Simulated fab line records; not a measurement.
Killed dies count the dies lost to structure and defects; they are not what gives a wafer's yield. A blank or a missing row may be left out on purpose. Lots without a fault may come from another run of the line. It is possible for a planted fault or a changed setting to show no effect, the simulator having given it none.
Comparing a struck lot with a sound one | flow sky130 | 15 out of 708 route steps
Sound: these wafers, L676.2, L676.4, L676.5. Struck: wafer L685.2. The cause is given at the end.
Per side, at each step with rows, come the tool, then ch with its chambers, and then its first start. Under that, the readings that differ: sound wafers | struck wafers | difference of the means | sigmas: that difference in standard deviations of wafers without a fault.
alike: words and numbers the same on both sides, and readings whose means are apart by under 2 such deviations; not compared: readings that were withheld, readings missing a value for some wafer, numbers with overlapping values and no deviation given by the record, and bounds like >300 which may hide the same value.
Wherever a step has rows on one side only, a row that says differs or no value, or a row with sigmas, the two part there. Numbers that have no deviation but don't overlap get no sigmas and don't part them. A reading missing from all wafers of one side parts the sides only when that side holds two or more wafers.

SKY_LDD_P_OVL_MEAS_08:
  sound on overlay-01, day 20 07:20; struck on overlay-01, day 23 18:15
  alike: LDD_P_OVL
then, 1 step without rows for these wafers: SKY_LDD_P_IMPLANT_09.
SKY_LDD_P_STRIP_10: strips in O2/N2.
  sound on plasma-asher-04 ch 0,1, day 20 07:31; struck on plasma-asher-01 ch 0, day 23 18:26
  alike: drypump-motor-current-A, oes-product-au, strip-time-to-endpoint-s
  not compared: rf-hours-counter-h
SKY_LDD_P_TW_MEAS_11:
  sound on film-metro-02, day 20 07:37; struck on film-metro-02, day 23 18:32
  alike: LDD_P_TW
then, 7 steps without rows for these wafers: SKY_LDD_HVN_DEHYDRATE_00 (time 60 s); SKY_LDD_HVN_HMDS_01 (prime time 60 s); SKY_LDD_HVN_COAT_02 (resist thk 300 nm); SKY_LDD_HVN_SOFTBAKE_03 (time 60 s); SKY_LDD_HVN_EXPOSE_04 (exposes mask HVNTM, target cd 700 nm); SKY_LDD_HVN_PEB_05; SKY_LDD_HVN_DEVELOP_06 (develop time 60 s).
SKY_LDD_HVN_OVL_MEAS_07:
  sound on overlay-02, day 21 14:23; struck on overlay-02, day 25 00:10
  alike: LDD_HVN_OVL
SKY_LDD_HVN_IMPLANT_08:
  sound on implanter-03 ch 0, day 21 14:26; struck on implanter-03 ch 0, day 25 00:14
  reading            | sound            | struck | difference | sigmas
  beam-on-s (s)      | 10.27 9.70 10.33 | 11.34  | +1.24      | +6
  faraday-current-uA | 165 174 163      | 148    | -19        | -5
SKY_LDD_HVN_STRIP_09: strips in O2/N2.
  sound on plasma-asher-02 ch 0,1, day 21 14:34; struck on plasma-asher-03 ch 1, day 25 00:21
  alike: drypump-motor-current-A, oes-product-au, strip-time-to-endpoint-s
  not compared: rf-hours-counter-h
-- here the record skips 24 days between the struck wafers' starts before and after, leaving off in module LDD_HVN and picking up in module PAD_OPEN (first step shown: number 708 of the route) --
SKY_PAD_OPEN_PROBE_99:
  sound on prober-02, day 46 14:31; struck on prober-01, day 48 22:24
  reading                        | sound          | struck | difference | sigmas
  model.etest.tip_n_5v.rs-ohm-sq | 1388 1369 1377 | 1280   | -98        |
  alike: killed_at_M0_to_M3, killed_at_M4_up, killed-at-contacts, killed-at-front-end, killed-dies, killed-open, killed-short

## WHERE THEY PART
Only at SKY_LDD_HVN_IMPLANT_08, as far as this record shows. Later steps at which nothing parts them and some readings are alike: SKY_LDD_HVN_STRIP_09, SKY_PAD_OPEN_PROBE_99.

WHY: what the simulator had put in
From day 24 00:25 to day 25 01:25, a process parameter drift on implanter-03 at SKY_LDD_HVN_IMPLANT_08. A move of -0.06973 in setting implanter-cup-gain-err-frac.
